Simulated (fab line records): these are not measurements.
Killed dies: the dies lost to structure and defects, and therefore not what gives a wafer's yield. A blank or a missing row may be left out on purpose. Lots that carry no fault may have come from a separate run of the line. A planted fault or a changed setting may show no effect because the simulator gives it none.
Comparing a struck lot with a sound one    flow sky130    16 steps out of a route of 708
Sound: these wafers, L737.2, L737.3, L737.4. Wafers L750.3, L750.5, L750.6 were the ones struck. At the end, the cause is stated.
Per side, at each step with rows, come the tool, then ch with its chambers, and then its first start. Under that, the readings that differ: sound wafers    struck wafers    difference of the means    sigmas: that difference in standard deviations of wafers without a fault.
alike: same words and numbers on both sides, and readings whose means sit less than 2 such deviations apart. not compared: any withheld reading, any reading some wafer has no value for, any bound like >300 that may hide the same value, and any number with overlapping values for which the record gives no deviation.
Wherever a step has rows on one side only, a row that says differs or no value, or a row with sigmas, the two part there. Numbers that have no deviation but don't overlap get no sigmas and don't part them. A reading that every wafer of one side lacks parts them only if that side has two wafers or more.

first, 5 steps without rows for these wafers: SKY_SONOS_TUNNEL_COAT_02 (resist thk 1140 nm); SKY_SONOS_TUNNEL_SOFTBAKE_03 (time 60 s); SKY_SONOS_TUNNEL_EXPOSE_04 (exposes mask TUNM, target cd 410 nm); SKY_SONOS_TUNNEL_PEB_05; SKY_SONOS_TUNNEL_DEVELOP_06 (develop time 60 s).
SKY_SONOS_TUNNEL_CD_MEAS_07: the cd target is 410 nm.
  sound: cd sem-02 at day 11 19:20; struck: cd sem-01 at day 16 04:35
reading     sound              struck             difference  sigmas
cd nm (nm)  412.6 413.5 411.3  408.7 407.1 408.8  -4.3        -2
SKY_SONOS_TUNNEL_OVL_MEAS_08:
  sound: overlay-02 at day 11 19:26; struck: overlay-02 at day 16 04:41
  alike: SONOS_TUNNEL_OVL
then, 3 steps without rows for these wafers: SKY_SONOS_TUNNEL_IMPLANT_09; SKY_SONOS_TUNNEL_WET_ETCH_10 (etches SiO2 in dHF, target depth 14 nm, time 280 s); SKY_SONOS_TUNNEL_STRIP_11 (strips in SPM, time 600 s).
SKY_SONOS_TUNNEL_TW_MEAS_12:
  sound: film metro-03 at day 11 20:04; struck: film metro-03 at day 16 05:08
  alike: SONOS_TUNNEL_TW
then, 1 step without rows for these wafers: SKY_SONOS_TUNNEL_CLEAN_13 (cleans in dHF, time 20 s).
SKY_SONOS_ONO_OXIDATION_00: stabilise 600 s, purge 300 s, target thk 2.6 nm.
  sound on furnace-01 ch 0, day 11 20:29; struck on furnace-01 ch 0, day 16 05:35
reading                                           sound                 struck                difference  sigmas
spike tc bottom C (C)                             816.1 817.1 815.3     834.7 836.7 838.7     +20.5       +16
spike tc centre C (C)                             802.1 799.9 803.6     822.4 822.0 821.3     +20.0       +17
spike tc lower C (C)                              800.2 801.0 800.4     819.5 819.9 821.7     +19.8       +18
spike tc top C (C)                                817.7 816.8 815.8     837.1 836.5 835.9     +19.7       +8
spike tc upper C (C)                              800.9 799.6 801.1     821.6 821.2 820.8     +20.7       +21
tube center temp C (C)                            800.06 800.03 799.99  819.69 819.73 819.73  +19.69      +99 or more
tube_center_temp_C_max                            802.2 802.3 801.9     821.8 821.9 821.5     +19.6       +56
zone power lower pct (%)                          13.40 13.41 13.55     14.37 14.10 14.04     +0.72       +6
model.SiO2_of_SONOS_ONO_OXIDATION_00.thk nm (nm)  2.607 2.642 2.66      3.432 3.476 3.446     +0.815      
SKY_SONOS_ONO_THK_MEAS_01:
  sound: film metro-04 at day 11 21:50; struck: film metro-04 at day 16 06:57
reading                       sound           struck          difference  sigmas
SONOS_ONO_OXIDATION_THK (nm)  2.62 2.66 2.62  3.43 3.49 3.37  +0.80       +14
then, 1 step without rows for these wafers: SKY_SONOS_ONO_CVD_02 (deposits Si3N4 from DCS/NH3, target thk 10.5 nm, time 180 s).
-- a jump in the record: the struck wafers' starts before and after are 34 days apart (it breaks off in module SONOS_ONO and resumes in module PAD_OPEN, where the first step shown is number 708 of the route) --
SKY_PAD_OPEN_PROBE_99:
  sound: prober-01 at day 46 05:50; struck: prober-01 at day 50 02:34
reading                                  sound                    struck          difference  sigmas
model.etest.sonos erased.drive ua um     208.4 192.5 165.8        19.24 19.09     -169.74     
model.etest.sonos uncharged.r on ohm um  799.9 832.8 819.6        846 834.2       +23         
model.etest.sonos erased.vt v (V)        -2.395 -2.327 -2.269     -0.3661 -0.356  +1.9693     
model.etest.cap ono.gate log10 a cm2     -7.58 -7.777 -7.918      -8.954 -8.817   -1.127      
model.etest.cap ono.gate bv v (V)        16.04 16.32 16.76        17.1 17.46      +0.9        
model.etest.cap ono.tox acc nm (nm)      12.55 12.76 12.83        13.66 13.62     +0.93       
model.etest.sonos programmed.vt v (V)    1.613 1.563 1.538        1.085 1.125     -0.466      
model.etest.sonos baked.vt less v (V)    -0.5123 -0.4952 -0.4887  -0.241 -0.2389  +0.259      

## WHERE THEY PART
At SKY_SONOS_TUNNEL_CD_MEAS_07 first; at SKY_SONOS_ONO_THK_MEAS_01 last (within this record only).

WHY: what had been put in by the simulator
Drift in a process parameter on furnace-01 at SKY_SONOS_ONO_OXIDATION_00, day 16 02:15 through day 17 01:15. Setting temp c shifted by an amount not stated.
